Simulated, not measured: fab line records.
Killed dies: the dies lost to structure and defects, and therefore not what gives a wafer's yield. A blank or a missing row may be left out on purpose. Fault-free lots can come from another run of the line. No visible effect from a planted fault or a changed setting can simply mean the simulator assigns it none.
2 desks, one fault ; flow gf180mcu ; only its own numbers are on each desk; what lay behind them is given at the end

== THE METROLOGY DESK ==
What the gauges read, lot by lot, whatever tool the lot ran on: means of the sampled wafers that have a number. If a lot's mean is further than 4 standard deviations from the usual mean, the lot is out of limits and carries the mark OUT (the distance appears in the brackets).
Columns: A = HV_LDD_TW at GF_HV_LDD_TW_MEAS_11, usual 2403; B = cdNm at GF_HV_LDD_CD_MEAS_19, usual 400.4 nm; C = HV_LDD_01_OVL at GF_HV_LDD_OVL_MEAS_20, usual -0.6 nm
lot;first seen here;A;B;C
L813;day 10 05:31;2363;399.1;0.0
L823;day 13 15:01;2439;396.9;0.6
L824;day 13 17:00;2430;400.6;0.4
L826;day 14 06:07;2420;399.4;-1.2
L833;day 16 11:58;2374;400.7;0.3
L835;day 16 23:22;2431;399.2;-1.3
This desk found nothing out of limits on any of the 6 lots.

== AT THE TOOL OWNER'S DESK: implanter-04 ==
The tool's own readings at GF_HV_LDD_IMPLANT_21, given as means over the sampled wafers that have a number, one for each lot that went through this tool. If a lot's mean is further than 4 standard deviations from the usual mean, the lot is out of limits and carries the mark OUT (the distance appears in the brackets).
Columns: A = beamEnergyKeV at GF_HV_LDD_IMPLANT_21, usual 24.998; B = doseIonsCm2 at GF_HV_LDD_IMPLANT_21, usual 5e+13
lot;first seen here;A;B
L813;day 10 23:19;24.992;5e+13
L823;day 14 11:10;24.992;5e+13
L824;day 14 13:40;23.670 (-99 or more) OUT;5e+13
L826;day 15 03:15;23.680 (-99 or more) OUT;5e+13
This desk finds L824, L826 out of limits, L824 being first, at day 14 13:40 (beamEnergyKeV at GF_HV_LDD_IMPLANT_21). Within limits: L813, L823.

== PUT TOGETHER ==
On L824, L826, at day 14 13:40, an alarm was possible from the tool owner's desk.
Metrology desk: nothing out of limits seen.
The metrology desk has L824, L826 on record, within its limits.
All the named lots went through GF_HV_LDD_IMPLANT_21 on implanter-04.

== WHAT WAS PUT IN BY THE SIMULATOR ==
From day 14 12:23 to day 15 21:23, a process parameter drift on implanter-04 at GF_HV_LDD_IMPLANT_21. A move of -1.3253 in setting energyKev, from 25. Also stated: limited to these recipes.
Shown lots that were struck: L824, L826.
How many hours passed from the start of the fault until each desk's first out-of-limits reading: the tool owner's desk, 1.
